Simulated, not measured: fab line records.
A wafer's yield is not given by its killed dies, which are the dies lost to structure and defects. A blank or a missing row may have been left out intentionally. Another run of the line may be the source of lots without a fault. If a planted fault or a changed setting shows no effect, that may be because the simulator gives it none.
fab line records + flow sky130
record
- lots=15
- wafers=45
- last-day=50
route steps=708 shown VT_ADJUST_HVTR@139 VT_ADJUST_PCH@150 SONOS_ONO@182 LDD_N@245
lots that met no fault: taken from a fault-free run of the same line
start-h: hours from the record's first day to the start of the lot's first wafer shown + wait-h: hours elapsed since this lot's preceding step + " repeats the value in the row above + L1.1+2: a row that stands for several wafers + - no value, or no start was given + * or withheld: withheld + < > ~ a bound
route shown NAME@n: NAME is a module with steps in the file, n the number in the route of the first one + usual: the fault-free wafers' mean and standard deviation + same: alike in all rows + chamber/n: place in a boat + sites: each site's reading + _std_site: their standard deviation + _edge_site: the outer-site mean with the inner-site mean subtracted + radius-mm: how far each site lies from the wafer's centre + mask NAME#n: copy n + behind: the tool/chamber that last shaped the wafer + hold: reason for holding the lot/hours on hold/outcome of the hold + device: names the non-switching transistor (n, p or np) + end of line: tests run on the same wafers once the route is complete + for a step that has no rows: nothing shown but its recipe + killed: the dies lost at the first sort to structure and to defects; this is not the yield of the wafer + map: dies across one wafer; x = killed, . = not, _ = none there
set.NAME: the setting as run; set.NAME@STEP: as run at that earlier step + model.NAME: the simulator's own value behind a step, which no gauge read
one table for each step of the route and one row for each wafer, over a sample of lots
services: from which hour (start-h, from the record's first day; less than 0 if before it) a tool's chamber was out of use, for how many hours, and why
## steps
# step SKY_VT_ADJUST_HVTR_OVL_MEAS_08
# usual
- VT_ADJUST_HVTR_OVL=-0.2/1.4
| lot.wafer | tool       | chamber | start-h | wait-h | VT_ADJUST_HVTR_OVL[nm] |
|-----------|------------|---------|---------|--------|------------------------|
| L110.2    | overlay-01 | -       | 198.79  | 0.1    | -1.9                   |
| L110.3    | "          | -       | "       | "      | -1.3                   |
| L110.5    | "          | -       | "       | "      | -0.8                   |
| L111.2    | overlay-01 | -       | 199.73  | 0.1    | 0.7                    |
| L111.4    | "          | -       | "       | "      | 0.3                    |
| L111.5    | "          | -       | "       | "      | 0.2                    |
| L114.1    | overlay-01 | -       | 237.33  | 0.1    | -1.6                   |
| L114.3    | "          | -       | "       | "      | -1.0                   |
| L114.6    | "          | -       | "       | "      | -0.5                   |
| L115.3    | overlay-01 | -       | 247.79  | 0.1    | -0.6                   |
| L115.5    | "          | -       | "       | "      | 0.2                    |
| L115.6    | "          | -       | "       | "      | -1.2                   |
| L117.2    | overlay-01 | -       | 252.68  | 0.1    | -0.3                   |
| L117.4    | "          | -       | "       | "      | -0.5                   |
| L117.6    | "          | -       | "       | "      | -3.3                   |
| L119.1    | overlay-01 | -       | 266.83  | 0.1    | -2.4                   |
| L119.4    | "          | -       | "       | "      | 0.4                    |
| L119.5    | "          | -       | "       | "      | -1.9                   |
| L120.2    | overlay-01 | -       | 277.84  | 0.1    | 0.3                    |
| L120.4    | "          | -       | "       | "      | 2.0                    |
| L120.5    | "          | -       | "       | "      | 3.0                    |
| L121.3    | overlay-02 | -       | 282.29  | 0.1    | 0.6                    |
| L121.4    | "          | -       | "       | "      | 0.4                    |
| L121.5    | "          | -       | "       | "      | 1.4                    |
| L125.2    | overlay-02 | -       | 306.13  | 0.1    | -1.5                   |
| L125.4    | "          | -       | "       | "      | -1.1                   |
| L125.5    | "          | -       | "       | "      | -1.9                   |
| L126.1    | overlay-02 | -       | 316.62  | 0.1    | -0.8                   |
| L126.2    | "          | -       | "       | "      | 0.6                    |
| L126.6    | "          | -       | "       | "      | -0.6                   |
| L128.2    | overlay-01 | -       | 329.64  | 0.1    | 0.8                    |
| L128.3    | "          | -       | "       | "      | 1.7                    |
| L128.4    | "          | -       | "       | "      | -0.1                   |
| L129.1    | overlay-02 | -       | 345.62  | 0.1    | 1.3                    |
| L129.4    | "          | -       | "       | "      | 1.7                    |
| L129.5    | "          | -       | "       | "      | 1.2                    |
| L130.1    | overlay-02 | -       | 368.78  | 0.1    | 2.1                    |
| L130.4    | "          | -       | "       | "      | 1.7                    |
| L130.5    | "          | -       | "       | "      | 2.6                    |
| L132.1    | overlay-02 | -       | 370.02  | 0.1    | -1.7                   |
| L132.3    | "          | -       | "       | "      | -4.0                   |
| L132.5    | "          | -       | "       | "      | -1.3                   |
| L133.2    | overlay-01 | -       | 374.88  | 0.1    | -0.6                   |
| L133.3    | "          | -       | "       | "      | -2.2                   |
| L133.5    | "          | -       | "       | "      | -2.4                   |
# step SKY_VT_ADJUST_PCH_OVL_MEAS_07
# usual
- VT_ADJUST_PCH_OVL=0.9/1.4
| lot.wafer | tool       | chamber | start-h | wait-h | VT_ADJUST_PCH_OVL[nm] |
|-----------|------------|---------|---------|--------|-----------------------|
| L110.2    | overlay-01 | -       | 220.61  | -      | 1.0                   |
| L110.3    | "          | -       | "       | "      | 0.1                   |
| L110.5    | "          | -       | "       | "      | 1.5                   |
| L111.2    | overlay-02 | -       | 221.56  | -      | 0.8                   |
| L111.4    | "          | -       | "       | "      | -0.1                  |
| L111.5    | "          | -       | "       | "      | -0.1                  |
| L114.1    | overlay-02 | -       | 260.10  | -      | 3.3                   |
| L114.3    | "          | -       | "       | "      | 3.4                   |
| L114.6    | "          | -       | "       | "      | 3.4                   |
| L115.3    | overlay-01 | -       | 270.83  | -      | 0.6                   |
| L115.5    | "          | -       | "       | "      | 0.3                   |
| L115.6    | "          | -       | "       | "      | 0.6                   |
| L117.2    | overlay-01 | -       | 277.01  | -      | 1.1                   |
| L117.4    | "          | -       | "       | "      | 0.8                   |
| L117.6    | "          | -       | "       | "      | -1.5                  |
| L119.1    | overlay-01 | -       | 291.92  | -      | 0.9                   |
| L119.4    | "          | -       | "       | "      | 1.8                   |
| L119.5    | "          | -       | "       | "      | 1.3                   |
| L120.2    | overlay-02 | -       | 302.98  | -      | 0.5                   |
| L120.4    | "          | -       | "       | "      | -0.1                  |
| L120.5    | "          | -       | "       | "      | 0.3                   |
| L121.3    | overlay-02 | -       | 308.48  | -      | 0.3                   |
| L121.4    | "          | -       | "       | "      | -0.1                  |
| L121.5    | "          | -       | "       | "      | -0.8                  |
| L125.2    | overlay-01 | -       | 332.46  | -      | 1.2                   |
| L125.4    | "          | -       | "       | "      | 0.2                   |
| L125.5    | "          | -       | "       | "      | 0.2                   |
| L126.1    | overlay-02 | -       | 343.36  | -      | -1.2                  |
| L126.2    | "          | -       | "       | "      | 0.9                   |
| L126.6    | "          | -       | "       | "      | -0.6                  |
| L128.2    | overlay-01 | -       | 356.78  | -      | 1.9                   |
| L128.3    | "          | -       | "       | "      | 2.3                   |
| L128.4    | "          | -       | "       | "      | 2.2                   |
| L129.1    | overlay-02 | -       | 373.02  | -      | 0.0                   |
| L129.4    | "          | -       | "       | "      | 0.8                   |
| L129.5    | "          | -       | "       | "      | 0.2                   |
| L130.1    | overlay-01 | -       | 397.21  | -      | -2.3                  |
| L130.4    | "          | -       | "       | "      | -0.7                  |
| L130.5    | "          | -       | "       | "      | -2.4                  |
| L132.1    | overlay-02 | -       | 399.07  | -      | 0.8                   |
| L132.3    | "          | -       | "       | "      | 2.5                   |
| L132.5    | "          | -       | "       | "      | 0.0                   |
| L133.2    | overlay-01 | -       | 403.27  | -      | 4.3                   |
| L133.3    | "          | -       | "       | "      | 1.1                   |
| L133.5    | "          | -       | "       | "      | 4.2                   |
# step SKY_SONOS_ONO_OVL_MEAS_14
# usual
- SONOS_ONO_OVL=0.6/1.4
| lot.wafer | tool       | chamber | start-h | wait-h | SONOS_ONO_OVL[nm] |
|-----------|------------|---------|---------|--------|-------------------|
| L110.2    | overlay-02 | -       | 270.79  | 0.1    | -1.2              |
| L110.3    | "          | -       | "       | "      | 2.2               |
| L110.5    | "          | -       | "       | "      | 2.1               |
| L111.2    | overlay-02 | -       | 272.24  | 0.1    | 2.0               |
| L111.4    | "          | -       | "       | "      | 1.2               |
| L111.5    | "          | -       | "       | "      | 0.6               |
| L114.1    | overlay-01 | -       | 314.03  | 0.1    | 2.4               |
| L114.3    | "          | -       | "       | "      | 1.6               |
| L114.6    | "          | -       | "       | "      | 2.5               |
| L115.3    | overlay-01 | -       | 330.24  | 0.1    | 2.5               |
| L115.5    | "          | -       | "       | "      | 2.7               |
| L115.6    | "          | -       | "       | "      | 2.6               |
| L117.2    | overlay-01 | -       | 338.65  | 0.1    | 1.0               |
| L117.4    | "          | -       | "       | "      | 1.8               |
| L117.6    | "          | -       | "       | "      | 2.4               |
| L119.1    | overlay-01 | -       | 349.38  | 0.1    | 0.7               |
| L119.4    | "          | -       | "       | "      | -1.3              |
| L119.5    | "          | -       | "       | "      | -2.0              |
| L120.2    | overlay-01 | -       | 361.14  | 0.1    | 1.0               |
| L120.4    | "          | -       | "       | "      | -1.0              |
| L120.5    | "          | -       | "       | "      | 0.3               |
| L121.3    | overlay-01 | -       | 366.44  | 0.1    | 1.2               |
| L121.4    | "          | -       | "       | "      | -0.7              |
| L121.5    | "          | -       | "       | "      | 0.8               |
| L125.2    | overlay-01 | -       | 390.89  | 0.1    | 0.1               |
| L125.4    | "          | -       | "       | "      | -0.7              |
| L125.5    | "          | -       | "       | "      | -0.9              |
| L126.1    | overlay-02 | -       | 404.99  | 0.1    | -0.3              |
| L126.2    | "          | -       | "       | "      | -0.6              |
| L126.6    | "          | -       | "       | "      | -0.5              |
| L128.2    | overlay-02 | -       | 426.79  | 0.1    | 1.7               |
| L128.3    | "          | -       | "       | "      | 1.8               |
| L128.4    | "          | -       | "       | "      | 2.8               |
| L129.1    | overlay-01 | -       | 437.71  | 0.1    | 0.1               |
| L129.4    | "          | -       | "       | "      | 0.5               |
| L129.5    | "          | -       | "       | "      | 1.3               |
| L132.1    | overlay-02 | -       | 464.68  | 0.1    | 0.3               |
| L132.3    | "          | -       | "       | "      | -0.2              |
| L132.5    | "          | -       | "       | "      | -0.8              |
| L130.1    | overlay-01 | -       | 464.79  | 0.1    | 2.0               |
| L130.4    | "          | -       | "       | "      | 0.6               |
| L130.5    | "          | -       | "       | "      | 1.2               |
| L133.2    | overlay-02 | -       | 468.30  | 0.1    | 0.7               |
| L133.3    | "          | -       | "       | "      | 1.8               |
| L133.5    | "          | -       | "       | "      | -1.7              |
# step SKY_LDD_N_IMPLANT_08
# recipe
- species=As
- energy-kev=20
- dose-cm2=7.5e+13
- tilt-deg=withheld
- rotation-deg=23
# usual
- beam-on-s=9.98/0.23
- dose-ions-cm2=7.499e+13/8.1e+10
- faraday-current-uA=423/9.5
- rotation-deg=22.998/0.02
| lot.wafer | tool         | chamber | start-h | wait-h | beam-on-s | dose-ions-cm2 | faraday-current-uA | rotation-deg |
|-----------|--------------|---------|---------|--------|-----------|---------------|--------------------|--------------|
| L111.2    | implanter-02 | 0       | 394.67  | 0.0    | 9.71      | 7.51e+13      | 435                | 23.009       |
| L111.4    | "            | 0       | "       | "      | 9.63      | 7.499e+13     | 437                | 22.962       |
| L111.5    | "            | 0       | "       | "      | 9.73      | 7.49e+13      | 432                | 23.003       |
| L110.2    | implanter-01 | 0       | 394.97  | 0.0    | 10.06     | 7.499e+13     | 420                | 23.009       |
| L110.3    | "            | 0       | "       | "      | 10.14     | 7.494e+13     | 418                | 22.993       |
| L110.5    | "            | 0       | "       | "      | 9.34      | 7.492e+13     | 451                | 22.997       |
| L114.1    | implanter-03 | 0       | 441.65  | 0.0    | 9.76      | 7.498e+13     | 432                | 23.012       |
| L114.3    | "            | 0       | "       | "      | 9.99      | 7.504e+13     | 420                | 23.007       |
| L114.6    | "            | 0       | "       | "      | 9.89      | 7.497e+13     | 424                | 23.000       |
| L115.3    | implanter-01 | 0       | 457.72  | 0.2    | 10.48     | 7.487e+13     | 402                | 23.010       |
| L115.5    | "            | 0       | "       | "      | 10.15     | 7.497e+13     | 419                | 22.999       |
| L115.6    | "            | 0       | "       | "      | 9.94      | 7.499e+13     | 429                | 22.964       |
| L117.2    | implanter-03 | 0       | 465.38  | 0.0    | 79.41     | 7.1081e+14    | 503                | 23.018       |
| L117.4    | "            | 0       | "       | "      | 80.18     | 7.1092e+14    | 500                | 23.002       |
| L117.6    | "            | 0       | "       | "      | 75.56     | 7.1092e+14    | 529                | 22.982       |
| L119.1    | implanter-03 | 0       | 483.15  | 0.0    | 74.95     | 7.1072e+14    | 534                | 22.990       |
| L119.4    | "            | 0       | "       | "      | 73.60     | 7.1086e+14    | 544                | 22.988       |
| L119.5    | "            | 0       | "       | "      | 77.40     | 7.1083e+14    | 517                | 22.994       |
| L120.2    | implanter-02 | 0       | 496.87  | 0.0    | 9.83      | 7.486e+13     | 430                | 22.980       |
| L120.4    | "            | 0       | "       | "      | 9.81      | 7.481e+13     | 431                | 22.977       |
| L120.5    | "            | 0       | "       | "      | 10.06     | 7.485e+13     | 420                | 22.984       |
| L121.3    | implanter-03 | 0       | 497.10  | 0.1    | 77.91     | 7.1102e+14    | 514                | 23.014       |
| L121.4    | "            | 0       | "       | "      | 77.08     | 7.1092e+14    | 520                | 23.020       |
| L121.5    | "            | 0       | "       | "      | 75.97     | 7.1096e+14    | 528                | 23.013       |
| L125.2    | implanter-02 | 0       | 527.28  | 0.0    | 10.02     | 7.498e+13     | 422                | 22.999       |
| L125.4    | "            | 0       | "       | "      | 9.34      | 7.502e+13     | 449                | 22.992       |
| L125.5    | "            | 0       | "       | "      | 9.92      | 7.49e+13      | 428                | 23.017       |
| L126.1    | implanter-01 | 0       | 538.25  | 0.0    | 10.02     | 7.504e+13     | 423                | 22.980       |
| L126.2    | "            | 0       | "       | "      | 9.88      | 7.499e+13     | 428                | 23.037       |
| L126.6    | "            | 0       | "       | "      | 10.17     | 7.499e+13     | 416                | 23.017       |
| L128.2    | implanter-02 | 0       | 560.17  | 0.0    | 10.09     | 7.504e+13     | 423                | 22.997       |
| L128.3    | "            | 0       | "       | "      | 10.30     | 7.493e+13     | 411                | 22.994       |
| L128.4    | "            | 0       | "       | "      | 9.98      | 7.497e+13     | 425                | 22.981       |
| L129.1    | implanter-01 | 0       | 585.70  | 0.0    | 9.84      | 7.506e+13     | 430                | 22.961       |
| L129.4    | "            | 0       | "       | "      | 9.90      | 7.501e+13     | 426                | 22.987       |
| L129.5    | "            | 0       | "       | "      | 9.80      | 7.485e+13     | 430                | 22.980       |
| L132.1    | implanter-03 | 0       | 595.90  | 0.0    | 9.98      | 7.517e+13     | 425                | 23.003       |
| L132.3    | "            | 0       | "       | "      | 9.87      | 7.51e+13      | 427                | 22.974       |
| L132.5    | "            | 0       | "       | "      | 10.08     | 7.508e+13     | 419                | 22.998       |
| L130.1    | implanter-02 | 0       | 597.80  | 0.0    | 10.09     | 7.5e+13       | 416                | 23.004       |
| L130.4    | "            | 0       | "       | "      | 10.14     | 7.494e+13     | 416                | 22.981       |
| L130.5    | "            | 0       | "       | "      | 10.13     | 7.5e+13       | 418                | 22.998       |
| L133.2    | implanter-02 | 0       | 602.27  | 0.0    | 10.01     | 7.503e+13     | 426                | 23.011       |
| L133.3    | "            | 0       | "       | "      | 10.02     | 7.494e+13     | 421                | 23.036       |
| L133.5    | "            | 0       | "       | "      | 10.07     | 7.493e+13     | 420                | 23.042       |
# step SKY_LDD_N_STRIP_16
# recipe
- chemistry=O2/N2
- power-w=1400
- pressure-mtorr=1500
- platen-temp-c=withheld
- o2-flow-sccm=3000
- n2-flow-sccm=300
- overash-fraction=0.5
# usual
- drypump-motor-current-A=5.6/0.49
- oes-product-au=0.407/0.0045
- strip-time-to-endpoint-s=4.310/0.016
| lot.wafer | tool            | chamber | start-h | wait-h | drypump-motor-current-A | oes-product-au | rf-hours-counter-h | strip-time-to-endpoint-s |
|-----------|-----------------|---------|---------|--------|-------------------------|----------------|--------------------|--------------------------|
| L111.2    | plasma-asher-01 | 0       | 395.85  | 0.1    | 5.7                     | 0.405          | 72                 | 4.292                    |
| L111.4    | "               | 0       | "       | "      | 5.7                     | 0.411          | -                  | 4.303                    |
| L111.5    | "               | 0       | "       | "      | 5.7                     | 0.409          | -                  | 4.305                    |
| L110.2    | plasma-asher-04 | 0       | 396.15  | 0.1    | 6.6                     | 0.404          | 57                 | 4.330                    |
| L110.3    | "               | 0       | "       | "      | 6.6                     | 0.409          | -                  | 4.356                    |
| L110.5    | "               | 0       | "       | "      | 6.6                     | 0.411          | -                  | 4.355                    |
| L114.1    | plasma-asher-02 | 0       | 442.85  | 0.1    | 5.7                     | 0.409          | 76                 | 4.309                    |
| L114.3    | "               | 0       | "       | "      | 5.7                     | 0.407          | -                  | 4.311                    |
| L114.6    | "               | 1       | "       | "      | 5.8                     | 0.415          | -                  | 4.311                    |
| L115.3    | plasma-asher-02 | 1       | 458.90  | 0.1    | 5.8                     | 0.408          | -                  | 4.316                    |
| L115.5    | "               | 0       | "       | "      | 5.7                     | 0.402          | -                  | 4.330                    |
| L115.6    | "               | 1       | "       | "      | 5.8                     | 0.406          | -                  | 4.334                    |
| L117.2    | plasma-asher-02 | 1       | 466.56  | 0.1    | 5.8                     | 0.403          | 79                 | 5.662                    |
| L117.4    | "               | 0       | "       | "      | 5.7                     | 0.406          | -                  | 5.670                    |
| L117.6    | "               | 0       | "       | "      | 5.7                     | 0.398          | -                  | 5.676                    |
| L119.1    | plasma-asher-04 | 0       | 484.35  | 0.1    | 6.6                     | 0.401          | 66                 | 5.677                    |
| L119.4    | "               | 1       | "       | "      | 5.3                     | 0.401          | -                  | 5.655                    |
| L119.5    | "               | 1       | "       | "      | 5.4                     | 0.403          | -                  | 5.677                    |
| L120.2    | plasma-asher-02 | 0       | 498.05  | 0.1    | 5.7                     | 0.398          | 82                 | 4.326                    |
| L120.4    | "               | 0       | "       | "      | 5.7                     | 0.418          | -                  | 4.331                    |
| L120.5    | "               | 0       | "       | "      | 5.7                     | 0.412          | -                  | 4.305                    |
| L121.3    | plasma-asher-04 | 0       | 498.28  | 0.1    | 6.6                     | 0.397          | -                  | 5.622                    |
| L121.4    | "               | 1       | "       | "      | 5.4                     | 0.402          | -                  | 5.639                    |
| L121.5    | "               | 0       | "       | "      | 6.6                     | 0.400          | -                  | 5.640                    |
| L125.2    | plasma-asher-01 | 1       | 528.45  | 0.1    | 5.0                     | 0.409          | 9                  | 4.311                    |
| L125.4    | "               | 1       | "       | "      | 5.0                     | 0.410          | -                  | 4.346                    |
| L125.5    | "               | 1       | "       | "      | 5.0                     | 0.414          | -                  | 4.318                    |
| L126.1    | plasma-asher-02 | 1       | 539.45  | 0.1    | 5.8                     | 0.405          | 86                 | 4.306                    |
| L126.2    | "               | 0       | "       | "      | 5.7                     | 0.406          | 86                 | 4.320                    |
| L126.6    | "               | 0       | "       | "      | 5.6                     | 0.404          | -                  | 4.316                    |
| L128.2    | plasma-asher-04 | 1       | 561.35  | 0.1    | 5.4                     | 0.412          | 74                 | 4.320                    |
| L128.3    | "               | 1       | "       | "      | 5.4                     | 0.416          | -                  | 4.328                    |
| L128.4    | "               | 0       | "       | "      | 6.6                     | 0.412          | -                  | 4.318                    |
| L129.1    | plasma-asher-01 | 0       | 586.90  | 0.1    | 5.7                     | 0.414          | 15                 | 4.295                    |
| L129.4    | "               | 0       | "       | "      | 5.7                     | 0.402          | -                  | 4.321                    |
| L129.5    | "               | 0       | "       | "      | 5.7                     | 0.406          | -                  | 4.297                    |
| L132.1    | plasma-asher-02 | 1       | 597.10  | 0.1    | 5.8                     | 0.407          | 92                 | 4.316                    |
| L132.3    | "               | 0       | "       | "      | 5.7                     | 0.409          | -                  | 4.307                    |
| L132.5    | "               | 0       | "       | "      | 5.7                     | 0.415          | -                  | 4.307                    |
| L130.1    | plasma-asher-04 | 1       | 599.00  | 0.1    | 5.4                     | 0.402          | 77                 | 4.308                    |
| L130.4    | "               | 0       | "       | "      | 6.6                     | 0.410          | -                  | 4.320                    |
| L130.5    | "               | 1       | "       | "      | 5.4                     | 0.411          | -                  | 4.315                    |
| L133.2    | plasma-asher-01 | 1       | 603.45  | 0.1    | 5.0                     | 0.402          | 17                 | 4.318                    |
| L133.3    | "               | 0       | "       | "      | 5.7                     | 0.400          | -                  | 4.305                    |
| L133.5    | "               | 1       | "       | "      | 5.0                     | 0.399          | -                  | 4.305                    |
# step SKY_LDD_N_TW_MEAS_17
# usual
- LDD_N_TW=2561/24
| lot.wafer | tool          | chamber | start-h | wait-h | LDD_N_TW |
|-----------|---------------|---------|---------|--------|----------|
| L111.2    | film-metro-01 | -       | 395.96  | 0.1    | 2574     |
| L111.4    | "             | -       | "       | "      | 2555     |
| L111.5    | "             | -       | "       | "      | 2554     |
| L110.2    | film-metro-01 | -       | 396.26  | 0.1    | 2542     |
| L110.3    | "             | -       | "       | "      | 2553     |
| L110.5    | "             | -       | "       | "      | 2557     |
| L114.1    | film-metro-04 | -       | 442.95  | 0.1    | 2537     |
| L114.3    | "             | -       | "       | "      | 2530     |
| L114.6    | "             | -       | "       | "      | 2545     |
| L115.3    | film-metro-04 | -       | 458.99  | 0.1    | 2556     |
| L115.5    | "             | -       | "       | "      | 2567     |
| L115.6    | "             | -       | "       | "      | 2540     |
| L117.2    | film-metro-01 | -       | 466.67  | 0.1    | 2972     |
| L117.4    | "             | -       | "       | "      | 2965     |
| L117.6    | "             | -       | "       | "      | 2971     |
| L119.1    | film-metro-01 | -       | 484.45  | 0.1    | 2968     |
| L119.4    | "             | -       | "       | "      | 2940     |
| L119.5    | "             | -       | "       | "      | 2949     |
| L120.2    | film-metro-01 | -       | 498.16  | 0.1    | 2543     |
| L120.4    | "             | -       | "       | "      | 2544     |
| L120.5    | "             | -       | "       | "      | 2549     |
| L121.3    | film-metro-03 | -       | 498.37  | 0.1    | 3009     |
| L121.4    | "             | -       | "       | "      | 3031     |
| L121.5    | "             | -       | "       | "      | 3026     |
| L125.2    | film-metro-04 | -       | 528.56  | 0.1    | 2553     |
| L125.4    | "             | -       | "       | "      | 2565     |
| L125.5    | "             | -       | "       | "      | 2560     |
| L126.1    | film-metro-04 | -       | 539.55  | 0.1    | 2557     |
| L126.2    | "             | -       | "       | "      | 2557     |
| L126.6    | "             | -       | "       | "      | 2566     |
| L128.2    | film-metro-03 | -       | 561.46  | 0.1    | 2599     |
| L128.3    | "             | -       | "       | "      | 2590     |
| L128.4    | "             | -       | "       | "      | 2587     |
| L129.1    | film-metro-01 | -       | 587.00  | 0.1    | 2532     |
| L129.4    | "             | -       | "       | "      | 2533     |
| L129.5    | "             | -       | "       | "      | 2537     |
| L132.1    | film-metro-04 | -       | 597.20  | 0.1    | 2538     |
| L132.3    | "             | -       | "       | "      | 2538     |
| L132.5    | "             | -       | "       | "      | 2545     |
| L130.1    | film-metro-01 | -       | 599.10  | 0.1    | 2537     |
| L130.4    | "             | -       | "       | "      | 2536     |
| L130.5    | "             | -       | "       | "      | 2526     |
| L133.2    | film-metro-01 | -       | 603.56  | 0.1    | 2553     |
| L133.3    | "             | -       | "       | "      | 2566     |
| L133.5    | "             | -       | "       | "      | 2574     |
## services
| tool            | chamber | start-h | hours | kind       |
|-----------------|---------|---------|-------|------------|
| plasma-asher-01 | -       | 402.99  | 1.4   | repair     |
| implanter-03    | -       | 409.95  | 3.0   | repair     |
| plasma-asher-04 | -       | 413.49  | 8.0   | repair     |
| plasma-asher-01 | -       | 421.25  | 9.0   | pm         |
| plasma-asher-01 | 0       | 421.25  | 9.0   | vent-cycle |
| plasma-asher-01 | 1       | 421.25  | 9.0   | vent-cycle |
| plasma-asher-01 | 0       | 430.25  | -     | clean      |
| plasma-asher-01 | 1       | 430.25  | -     | clean      |
| implanter-03    | -       | 439.04  | 1.3   | repair     |
| implanter-02    | -       | 454.38  | 13.7  | pm         |
| implanter-01    | -       | 484.08  | 1.9   | repair     |
| implanter-03    | -       | 487.36  | 4.8   | pm         |
| plasma-asher-02 | -       | 514.95  | 0.7   | repair     |
## key
first-sign
- step=SKY_LDD_N_IMPLANT_08
- reading=dose-ions-cm2
- direction=up
- sigmas=99+
- usual=*
- struck=*
effect
- step=SKY_LDD_N_IMPLANT_08
- reading=beam-on-s
- direction=up
- sigmas=99+
- usual=9.98
- struck=76.90
effect
- step=SKY_LDD_N_STRIP_16
- reading=strip-time-to-endpoint-s
- direction=up
- sigmas=84
- usual=*
- struck=*
effect
- step=SKY_LDD_N_TW_MEAS_17
- reading=LDD_N_TW
- direction=up
- sigmas=18
- usual=2561
- struck=2981
met-at SKY_LDD_N_IMPLANT_08
struck-lots L117,L119,L121
sort-left-out L121.3,L121.4,L121.5
tester-left-out L117,L119,L121
not-acting-at SKY_VT_ADJUST_HVTR_OVL_MEAS_08,SKY_VT_ADJUST_PCH_OVL_MEAS_07,SKY_SONOS_ONO_OVL_MEAS_14
onset-between 441.65 465.38
fault
- kind=process-parameter-drift
- tool=implanter-03
- chamber=-
- onset-h=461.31
- steps=SKY_LDD_N_IMPLANT_08
- channel=dose-cm2
- offset=*
- shape=step
- end-h=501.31
- acts-in=*
- stated=*
# tester-left-out: of these lots the tester's yield and bins aren't shown, on N5 and GAA mostly nor the transistor test; their killed dies are dies lost to structure and defects alone, not to doping, threshold or leakage, so they don't give the yield
# sort-left-out: the simulated sort isn't trusted on such a fault, so these wafers' sort isn't shown, and their yield isn't known
